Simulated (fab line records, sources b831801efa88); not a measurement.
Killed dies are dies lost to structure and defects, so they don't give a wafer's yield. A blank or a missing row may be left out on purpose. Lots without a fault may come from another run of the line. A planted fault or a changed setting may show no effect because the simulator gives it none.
Which tool did it? | flow gf180mcu | 12 lots, 36 wafers sampled, at 7 steps of a route of 602

WHAT THE GAUGES READ, wafer by wafer
GF_DNWELL_TW_MEAS_09.
lot  | measured    | on            | DNWELL_TW
L294 | day 3 06:52 | film_metro-02 | 1323 1325 1325
L295 | day 3 11:05 | film_metro-04 | 1340 1336 1339
L296 | day 3 17:56 | film_metro-04 | 1346 1349 1349
L297 | day 3 23:13 | film_metro-04 | 1342 1346 1340
L300 | day 4 15:44 | film_metro-04 | 1352 1353 1356
L306 | day 5 22:17 | film_metro-04 | 1351 1351 1356
L308 | day 6 08:19 | film_metro-01 | 1358 1353 1349
L309 | day 6 13:51 | film_metro-02 | 1347 1336 1340
L310 | day 6 19:31 | film_metro-02 | 1343 1341 1345
L312 | day 7 05:34 | film_metro-02 | 1345 1342 1343
L313 | day 7 11:34 | film_metro-01 | 1352 1350 1355
L315 | day 7 22:11 | film_metro-04 | 1348 1347 1347

GF_MVSD_OVL_MEAS_07.
lot  | measured     | on         | MVSD_OVL (nm)
L294 | day 5 00:34  | overlay-01 | 0.0 -1.1 -0.2
L295 | day 5 04:34  | overlay-02 | 0.3 -0.4 1.6
L296 | day 5 11:37  | overlay-01 | -0.6 -0.3 0.9
L297 | day 5 18:07  | overlay-02 | 0.2 -0.9 -0.5
L300 | day 6 12:10  | overlay-02 | -2.4 -0.3 -0.7
L306 | day 7 22:37  | overlay-01 | - - -
L308 | day 8 09:28  | overlay-01 | 2.5 1.4 4.2
L309 | day 8 15:23  | overlay-01 | 0.9 1.6 1.3
L310 | day 8 20:25  | overlay-02 | -0.3 -3.6 -1.9
L312 | day 9 08:13  | overlay-02 | 0.5 1.2 0.9
L313 | day 9 13:40  | overlay-02 | 0.4 -0.5 2.4
L315 | day 10 02:05 | overlay-02 | -0.7 0.4 -1.9

GF_MVSD_TW_MEAS_11.
lot  | measured     | on            | MVSD_TW
L294 | day 5 01:01  | film_metro-01 | 1581 1582 1581
L295 | day 5 05:01  | film_metro-01 | 1584 1585 1575
L296 | day 5 12:04  | film_metro-03 | 1564 1565 1565
L297 | day 5 18:34  | film_metro-01 | 1582 1591 1585
L300 | day 6 12:35  | film_metro-01 | 1577 1578 1576
L306 | day 7 23:04  | film_metro-01 | 30 30 30
L308 | day 8 09:55  | film_metro-01 | 1580 1575 1576
L309 | day 8 15:50  | film_metro-01 | 1581 1578 1578
L310 | day 8 20:52  | film_metro-01 | 1576 1582 1587
L312 | day 9 08:38  | film_metro-01 | 1585 1582 1577
L313 | day 9 14:05  | film_metro-02 | 1577 1577 1566
L315 | day 10 02:31 | film_metro-01 | 1583 1579 1572

GF_MVPSD_TW_MEAS_11.
lot  | measured     | on            | MVPSD_TW
L294 | day 5 16:31  | film_metro-03 | 549 549 547
L295 | day 5 19:59  | film_metro-03 | 549 549 550
L296 | day 6 03:04  | film_metro-01 | 556 551 554
L297 | day 6 09:41  | film_metro-03 | 551 548 545
L300 | day 7 04:49  | film_metro-02 | 545 546 549
L306 | day 8 15:58  | film_metro-02 | 1590 1587 1583
L308 | day 9 03:34  | film_metro-02 | 546 548 550
L309 | day 9 09:53  | film_metro-01 | 553 556 551
L310 | day 9 14:16  | film_metro-01 | 551 554 553
L312 | day 10 02:10 | film_metro-03 | 551 553 553
L313 | day 10 06:16 | film_metro-03 | 552 553 552
L315 | day 10 20:25 | film_metro-02 | 548 547 549

GF_HV_LDD_CD_MEAS_46: target cd 400 nm.
lot  | measured     | on        | cd_nm (nm)
L294 | day 13 07:04 | cd_sem-02 | 396.7 398.5 397.8
L295 | day 13 19:04 | cd_sem-02 | 398.6 398.9 397.7
L296 | day 14 02:25 | cd_sem-01 | 396.3 398.5 397.9
L297 | day 14 16:01 | cd_sem-01 | 400.2 399.3 399.5
L300 | day 15 15:04 | cd_sem-01 | 398.3 397.8 399.5
L306 | day 17 10:43 | cd_sem-01 | 399.2 402.0 399.3
L308 | day 18 02:51 | cd_sem-02 | 397.3 400.1 394.9
L309 | day 18 08:52 | cd_sem-02 | 399.7 399.3 396.6
L310 | day 18 15:10 | cd_sem-01 | 399.7 398.8 400.9
L312 | day 19 05:31 | cd_sem-01 | 400.4 402.1 403.6
L313 | day 19 11:31 | cd_sem-01 | 397.8 398.6 398.3
L315 | day 20 11:11 | cd_sem-01 | 399.8 401.1 399.9

GF_HV_LDD_THK_MEAS_57.
lot  | measured     | on            | HV_LDD_CVD_56_THK (nm)
L294 | day 13 10:17 | film_metro-03 | 89.9 89.6 89.7
L295 | day 13 22:15 | film_metro-01 | 90.5 90.4 90.3
L296 | day 14 05:38 | film_metro-01 | 90.0 90.3 90.5
L297 | day 14 19:14 | film_metro-01 | 89.5 89.8 89.9
L300 | day 15 18:59 | film_metro-01 | 90.5 91.0 91.2
L306 | day 17 13:56 | film_metro-02 | 90.5 90.0 89.8
L308 | day 18 06:08 | film_metro-03 | 88.6 88.9 88.9
L309 | day 18 12:03 | film_metro-03 | 90.4 90.2 89.8
L310 | day 18 18:28 | film_metro-01 | 88.3 88.5 89.0
L312 | day 19 08:44 | film_metro-03 | 89.5 88.7 89.4
L313 | day 19 15:45 | film_metro-02 | 89.4 89.3 89.3
L315 | day 20 14:23 | film_metro-02 | 89.3 88.6 89.3

WHICH TOOL RAN EACH LOT (tool, then ch and the chambers of the sampled wafers, then the start)
lot  | GF_MVSD_EXPOSE_04
L294 | iline_stepper-01 ch 0, day 4 17:16
L295 | iline_stepper-02 ch 0, day 4 22:01
L296 | iline_stepper-02 ch 0, day 5 04:46
L297 | iline_stepper-01 ch 0, day 5 11:21
L300 | iline_stepper-01 ch 0, day 6 04:52
L306 | iline_stepper-01 ch 0, day 7 14:54
L308 | iline_stepper-02 ch 0, day 8 01:27
L309 | iline_stepper-01 ch 0, day 8 07:16
L310 | iline_stepper-02 ch 0, day 8 12:27
L312 | iline_stepper-01 ch 0, day 8 23:51
L313 | iline_stepper-01 ch 0, day 9 05:19
L315 | iline_stepper-01 ch 0, day 9 18:09
- GF_MVSD_EXPOSE_04: exposes mask MVSD, target cd 1000 nm.

WHAT THE TOOLS THEMSELVES READ (means of the sampled wafers that have a number; where no wafer has one, the mark that the record gives instead)
GF_MVSD_EXPOSE_04.
lot  | tool             | reticle_temp_C (C)
L294 | iline_stepper-01 | 23.13
L295 | iline_stepper-02 | 22.95
L296 | iline_stepper-02 | 23.02
L297 | iline_stepper-01 | 23.01
L300 | iline_stepper-01 | 23.01
L306 | iline_stepper-01 | 23.00
L308 | iline_stepper-02 | 22.96
L309 | iline_stepper-01 | 22.92
L310 | iline_stepper-02 | 23.01
L312 | iline_stepper-01 | 22.89
L313 | iline_stepper-01 | 23.00
L315 | iline_stepper-01 | 23.08

THE ANSWER, worked out from the rows above alone
Rule: what is usual is taken from the lots themselves. Put in order of their means at a reading, lots are off if they are a third of the lots or fewer, leave a main group of 4 or more, and stand apart from it by a gap of 3 or more times the standard deviation of the main group's means; of several such gaps the widest counts. A main group whose means are all the same, to the digits that the tables above print for the reading, isn't used. A lot without any number at a reading at which 4 lots or more have one is off too. The other lots that the step has rows for count as sound. The gauges are gone through in route order, then the tools' own readings, and for those a lot's mean is taken as printed above. The first step at which some lot is off is used, and at that step the reading that is off furthest; a lot without a number counts as furthest.
Off: L306, at GF_MVSD_OVL_MEAS_07 (MVSD_OVL). Without a number there: L306. The main group: mean 0.1 nm, standard deviation 1.2.
A tool fits if, at a process step before that reading, it ran every lot that is off, and no sound lot after the first of them. The gauges at GF_MVSD_OVL_MEAS_07 aren't tried: what is off there is off at GF_MVSD_TW_MEAS_11 too, on other tools, and a gauge's error can't cause that. None of those tried fits.

WHAT THE SIMULATOR HAD PUT IN
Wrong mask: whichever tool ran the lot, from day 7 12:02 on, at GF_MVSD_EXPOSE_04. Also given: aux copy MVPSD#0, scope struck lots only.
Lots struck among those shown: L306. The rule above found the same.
